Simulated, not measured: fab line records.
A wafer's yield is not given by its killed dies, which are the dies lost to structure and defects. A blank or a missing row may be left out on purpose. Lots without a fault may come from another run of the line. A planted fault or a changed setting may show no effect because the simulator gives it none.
A lot that was struck, set against a sound lot || flow sfq line || 41 out of 325 route steps
Sound: wafers L535.2, L535.3, L535.5. Wafers L551.3, L551.4, L551.6 were the ones struck. The cause comes at the end.
Order at every step that has rows: each side's tool, ch and its chambers, its first start. Under that, the readings that differ: sound wafers || struck wafers || difference of the means || sigmas: that difference in standard deviations of wafers without a fault.
alike: readings with means less than 2 such deviations apart, plus words and numbers identical on both sides. not compared: withheld readings, readings lacking a value on some wafer, bounds such as >300 that could conceal the same value, and numbers that have no deviation in the record and whose values overlap.
Wherever a step has rows on one side only, a row that says differs or no value, or a row with sigmas, the two part there. Numbers that have no deviation but don't overlap get no sigmas and don't part them. A reading missing from all wafers of one side parts the sides only when that side holds two or more wafers.

first, 6 steps without rows for these wafers: SFQ_TRILAYER_I6_VIA_LITHO_COAT_174 (resist thk 62 nm); SFQ_TRILAYER_I6_VIA_LITHO_COAT_169 (resist thk 650 nm); SFQ_TRILAYER_I6_VIA_LITHO_SOFTBAKE_173; SFQ_TRILAYER_I6_VIA_LITHO_EXPOSE_170 (exposes mask I6, target cd 700 nm); SFQ_TRILAYER_I6_VIA_LITHO_PEB_172 (peb time 60 s); SFQ_TRILAYER_I6_VIA_LITHO_DEVELOP_171 (time 60 s).
SFQ_I6_OVL_MEAS_942:
  sound on overlay-02, day 67 08:31; struck on overlay-02, day 75 00:10
  alike: I6_OVL
SFQ_TRILAYER_I6_VIA_BARC_OPEN_VIA_ETCH_235: etches BARC in O2, target depth 125 nm, time 41.7 s.
  sound on rie diel-04 ch 0,1, day 67 08:32; struck on rie diel-04 ch 0,3, day 75 00:11
  alike: drypump motor current A, oes product au
  not compared: rf hours counter h
then, 1 step without rows for these wafers: SFQ_TRILAYER_I6_VIA_ETCH_VIA_ETCH_172 (etches SiO2 in CHF3, stops on Nb, target depth 260 nm).
SFQ_TRILAYER_I6_VIA_STRIP_STRIP_173: strips in O2.
  sound on rie metal-03 ch 0,1, day 67 08:42; struck on rie metal-02 ch 1, day 75 00:59
  alike: drypump motor current A, oes product au
  not compared: rf hours counter h
then, 2 steps without rows for these wafers: SFQ_TRILAYER_I6_VIA_STRIP_SOLV_CLEAN_174 (cleans in NMP, time 600 s); SFQ_TRILAYER_M7_DEP_PRE_CLEAN_176 (time 22.5 s).
SFQ_TRILAYER_M7_DEP_SPUTTER_175: material Nb, target thk 200 nm, time 133.3 s.
  sound on pvd sputter-03, day 67 09:42; struck on pvd sputter-05, day 75 01:59
{"reading": "cathode dc power W (W)", "sound": "2001.3 1999.9 2000.3", "struck": "2348.1 2347.3 2347.7", "difference": "+347.2", "sigmas": "+99 or more"}
{"reading": "model.Nb_of_TRILAYER_M7_DEP_SPUTTER_175.thk nm (nm)", "sound": "201.9 202.4 202.3", "struck": "230.3 230.8 227.9", "difference": "+27.5", "sigmas": ""}
  alike: throttle valve pct
SFQ_M7_RS_MEAS_943: the measuring method here is four-point-probe.
  sound on film metro-03, day 67 09:49; struck on film metro-01, day 75 02:25
{"reading": "M7_NB_RS (ohm/sq)", "sound": "0.880 0.881 0.880", "struck": "0.770 0.768 0.779", "difference": -0.108, "sigmas": -9}
  not compared: hold
then, 5 steps without rows for these wafers: SFQ_TRILAYER_M7_LITHO_COAT_177 (resist thk 600 nm); SFQ_TRILAYER_M7_LITHO_SOFTBAKE_181; SFQ_TRILAYER_M7_LITHO_EXPOSE_178 (exposes mask M7, target cd 500 nm); SFQ_TRILAYER_M7_LITHO_PEB_180 (peb time 60 s); SFQ_TRILAYER_M7_LITHO_DEVELOP_179 (time 60 s).
-- the record jumps here: 4 days lie between the struck wafers' starts before and after --
SFQ_M7_OVL_MEAS_945:
  sound on overlay-01, day 71 03:47; struck on overlay-01, day 78 18:11
  alike: M7_OVL
then, 1 step without rows for these wafers: SFQ_TRILAYER_M7_BARC_OPEN_METAL_ETCH_229 (etches BARC in O2, target depth 125 nm, time 41.7 s).
SFQ_TRILAYER_M7_ETCH_METAL_ETCH_180: etches Nb in Cl2/Ar, stops on SiO2, target depth 240 nm, time 120 s.
  sound on rie metal-02 ch 0, day 71 03:52; struck on rie metal-01 ch 0,1, day 78 18:19
{"reading": "drypump motor current A (A)", "sound": "6.6 6.6 6.6", "struck": "6.3 5.3 5.3", "difference": -1.0, "sigmas": -2}
{"reading": "oes product au (a.u.)", "sound": "0.896 0.906 0.896", "struck": "0.974 0.972 0.958", "difference": "+0.069", "sigmas": "+9"}
  not compared: rf hours counter h
then, 2 steps without rows for these wafers: SFQ_TRILAYER_M7_STRIP_STRIP_181 (strips in O2); SFQ_TRILAYER_M7_STRIP_SOLV_CLEAN_182 (cleans in NMP, time 600 s).
SFQ_TRILAYER_I7_DEP_PECVD_183: deposits SiO2 from SiH4/N2O, time 111.11 s, target thk 500 nm.
  sound on pecvd-01 ch 1,2, day 71 04:46; struck on pecvd-03 ch 0,1,2, day 78 19:10
  alike: heater power w, showerhead vpp V, throttle valve pct
then, 1 step without rows for these wafers: SFQ_TRILAYER_I7_CMP_CMP_184 (polishes SiO2).
SFQ_I7_BOW_MEAS_946:
  sound on film metro-04, day 71 07:52; struck on film metro-01, day 79 08:20
  alike: I7_BOW
SFQ_TRILAYER_I7_METRO_MEASURE_185:
  sound on film metro-04, day 71 08:10; struck on film metro-01, day 79 08:49
  alike: thk nm
then, 6 steps without rows for these wafers: SFQ_TRILAYER_I7_VIA_LITHO_COAT_192 (resist thk 62 nm); SFQ_TRILAYER_I7_VIA_LITHO_COAT_187 (resist thk 650 nm); SFQ_TRILAYER_I7_VIA_LITHO_SOFTBAKE_191; SFQ_TRILAYER_I7_VIA_LITHO_EXPOSE_188 (exposes mask I7, target cd 1000 nm); SFQ_TRILAYER_I7_VIA_LITHO_PEB_190 (peb time 60 s); SFQ_TRILAYER_I7_VIA_LITHO_DEVELOP_189 (time 60 s).
SFQ_I7_OVL_MEAS_947:
  sound on overlay-02, day 73 04:58; struck on overlay-01, day 80 01:56
  alike: I7_OVL
SFQ_TRILAYER_I7_VIA_BARC_OPEN_VIA_ETCH_260: etches BARC in O2, target depth 125 nm, time 41.7 s.
  sound on rie diel-03 ch 0,1,3, day 73 04:59; struck on rie diel-02 ch 0,1,2, day 80 01:58
  alike: drypump motor current A, oes product au
  not compared: rf hours counter h
then, 4 steps without rows for these wafers: SFQ_TRILAYER_I7_VIA_ETCH_VIA_ETCH_190 (etches SiO2 in CHF3, stops on Nb, target depth 260 nm); SFQ_TRILAYER_I7_VIA_STRIP_STRIP_191 (strips in O2); SFQ_TRILAYER_I7_VIA_STRIP_SOLV_CLEAN_192 (cleans in NMP, time 600 s); SFQ_TRILAYER_M8_LITHO_LOR_COAT_197.
SFQ_M8_BOW_MEAS_951:
  sound on film metro-03, day 76 21:36; struck on film metro-04, day 80 11:40
{"reading": "model.etest.m7.ohm um", "sound": "1.749 1.748 1.752", "struck": "1.548 1.54 1.558", "difference": -0.201, "sigmas": ""}
{"reading": "model.etest.i6.link ohm", "sound": "1.88 1.873 1.878", "struck": "1.759 1.734 1.772", "difference": -0.122, "sigmas": ""}
{"reading": "model.etest.i7.link ohm", "sound": "1.042 1.04 1.039", "struck": "0.9337 0.9311 0.9437", "difference": -0.1042, "sigmas": ""}
{"reading": "model.etest.m7.ohm sq", "sound": "0.8802 0.8783 0.8786", "struck": "0.7719 0.7702 0.7802", "difference": -0.1049, "sigmas": ""}
  alike: M8_BOW

## WHERE THEY PART
First at SFQ_TRILAYER_M7_DEP_SPUTTER_175; last, within this record, at SFQ_TRILAYER_M7_ETCH_METAL_ETCH_180. Later steps at which nothing parts them and some readings are alike: SFQ_TRILAYER_I7_DEP_PECVD_183, SFQ_I7_BOW_MEAS_946, SFQ_TRILAYER_I7_METRO_MEASURE_185, SFQ_I7_OVL_MEAS_947, SFQ_TRILAYER_I7_VIA_BARC_OPEN_VIA_ETCH_260, SFQ_M8_BOW_MEAS_951.

WHY: the cause the simulator had injected
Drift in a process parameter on pvd sputter-05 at SFQ_TRILAYER_M7_DEP_SPUTTER_175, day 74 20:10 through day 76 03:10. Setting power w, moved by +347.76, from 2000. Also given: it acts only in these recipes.
